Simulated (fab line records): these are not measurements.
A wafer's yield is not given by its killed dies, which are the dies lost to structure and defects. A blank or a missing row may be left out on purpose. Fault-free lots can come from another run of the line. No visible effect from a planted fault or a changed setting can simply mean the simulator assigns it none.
The tool behind it: which one? -- flow sky130 -- Sampling: 12 lots, 36 wafers, 4 of 708 route steps

== WHAT THE GAUGES READ, wafer by wafer ==
SKY_PASSIVATION_THK_MEAS_01. Usual: PASSIVATION_CVD_00_THK 89.7 nm, standard deviation 1.2.
lot,measured,on,PASSIVATION_CVD_00_THK (nm),flag
L535,day 43 12:29,film-metro-02,91.2 89.7 91.0,
L534,day 43 14:59,film-metro-01,89.6 89.2 89.6,
L536,day 44 04:37,film-metro-04,90.2 90.7 90.1,
L537,day 44 09:52,film-metro-02,88.6 88.9 89.7,
L538,day 44 21:50,film-metro-01,89.1 90.1 90.8,
L540,day 45 13:31,film-metro-04,88.9 89.0 90.1,
L541,day 45 20:11,film-metro-04,90.9 90.7 91.6,
L545,day 46 20:02,film-metro-01,88.4 89.4 90.0,
L549,day 47 12:21,film-metro-04,90.1 90.7 91.7,
L550,day 48 01:28,film-metro-02,89.3 89.7 88.1,
L551,day 48 02:29,film-metro-04,91.2 90.0 90.9,
L554,day 48 18:30,film-metro-04,88.1 86.9 90.7,

== WHICH TOOL RAN EACH LOT (tool, then ch and the chambers of the sampled wafers, then the start) ==
lot,SKY_METAL3_CLEAN_21,SKY_METAL5_SPUTTER_02,SKY_METAL5_SPUTTER_04
L535,"wet-bench-03 ch 1, day 38 06:35","pvd-sputter-02, day 42 13:17","pvd-sputter-02, day 42 13:21"
L534,"wet-bench-01 ch 1, day 38 07:25","pvd-sputter-04, day 42 15:21","pvd-sputter-04, day 42 15:25"
L536,"wet-bench-01 ch 2, day 38 23:16","pvd-sputter-04, day 43 05:04","pvd-sputter-04, day 43 05:08"
L537,"wet-bench-01 ch 3, day 39 04:31","pvd-sputter-02, day 43 11:28","pvd-sputter-02, day 43 11:32"
L538,"wet-bench-01 ch 0, day 39 20:16","pvd-sputter-02, day 43 23:38","pvd-sputter-02, day 43 23:42"
L540,"wet-bench-03 ch 0, day 40 14:57","pvd-sputter-04, day 44 16:35","pvd-sputter-04, day 44 16:40"
L541,"wet-bench-01 ch 0, day 40 22:34","pvd-sputter-04, day 44 22:38","pvd-sputter-04, day 44 22:43"
L545,"wet-bench-01 ch 3, day 42 01:10","pvd-sputter-04, day 45 22:39","pvd-sputter-04, day 45 22:43"
L549,"wet-bench-02 ch 1, day 42 21:37","pvd-sputter-02, day 46 14:56","pvd-sputter-02, day 46 15:01"
L550,"wet-bench-01 ch 0, day 43 11:01","pvd-sputter-04, day 47 05:14","pvd-sputter-04, day 47 05:19"
L551,"wet-bench-01 ch 3, day 43 11:22","pvd-sputter-04, day 47 05:53","pvd-sputter-04, day 47 05:57"
L554,"wet-bench-02 ch 3, day 44 07:03","pvd-sputter-04, day 47 23:11","pvd-sputter-04, day 47 23:15"
- SKY_METAL3_CLEAN_21: cleans in IPA, time 180 s.
- SKY_METAL5_SPUTTER_02: material AlCu, target thk 1150 nm, time 61.2 s.
- SKY_METAL5_SPUTTER_04: material TiN, target thk 70 nm, time 58.3 s.

== WHAT THE TOOLS THEMSELVES READ (means of the sampled wafers that have a number; where no wafer has one, the mark that the record gives instead) ==
SKY_METAL3_CLEAN_21. Usual: 25.03 C for temp-c, sd 0.11.
lot,tool,temp-c (C),flag
L535,wet-bench-03,25.19,
L534,wet-bench-01,24.98,
L536,wet-bench-01,25.03,
L537,wet-bench-01,25.10,
L538,wet-bench-01,24.99,
L540,wet-bench-03,25.05,
L541,wet-bench-01,25.04,
L545,wet-bench-01,24.89,
L549,wet-bench-02,25.09,
L550,wet-bench-01,24.84,
L551,wet-bench-01,25.06,
L554,wet-bench-02,25.06,

SKY_METAL5_SPUTTER_02. Usual: 30.0 % for throttle-valve-pct, sd 0.82.
lot,tool,throttle-valve-pct (%),flag
L535,pvd-sputter-02,30.8,
L534,pvd-sputter-04,30.2,
L536,pvd-sputter-04,29.5,
L537,pvd-sputter-02,30.6,
L538,pvd-sputter-02,30.1,
L540,pvd-sputter-04,29.7,
L541,pvd-sputter-04,30.0,
L545,pvd-sputter-04,30.1,
L549,pvd-sputter-02,30.8,
L550,pvd-sputter-04,29.1,
L551,pvd-sputter-04,30.2,
L554,pvd-sputter-04,29.7,

SKY_METAL5_SPUTTER_04. Usual: 30.0 % for throttle-valve-pct, sd 0.81.
lot,tool,throttle-valve-pct (%),flag
L535,pvd-sputter-02,30.7,
L534,pvd-sputter-04,30.0,
L536,pvd-sputter-04,29.4,
L537,pvd-sputter-02,30.8,
L538,pvd-sputter-02,30.1,
L540,pvd-sputter-04,29.7,
L541,pvd-sputter-04,30.1,
L545,pvd-sputter-04,30.0,
L549,pvd-sputter-02,30.9,
L550,pvd-sputter-04,29.0,
L551,pvd-sputter-04,30.1,
L554,pvd-sputter-04,29.7,

== THE ANSWER, worked out from the rows above alone ==
Rule: take the mean of a lot's wafers that have a number; if it is more than 3 standard deviations from the usual mean, the lot is off. Also off: a lot with no number at a reading for which 4 or more lots have one. Any other lot the step has rows for is counted as sound. Order of review: gauges by route order, followed by the tools' own readings, for which a lot's mean as printed above is used. The first step at which some lot is off is used, and at that step the reading that is off furthest; a lot without a number counts as furthest.
None of the lots is off at any reading shown; this tells nothing.

== WHAT THE SIMULATOR HAD PUT IN ==
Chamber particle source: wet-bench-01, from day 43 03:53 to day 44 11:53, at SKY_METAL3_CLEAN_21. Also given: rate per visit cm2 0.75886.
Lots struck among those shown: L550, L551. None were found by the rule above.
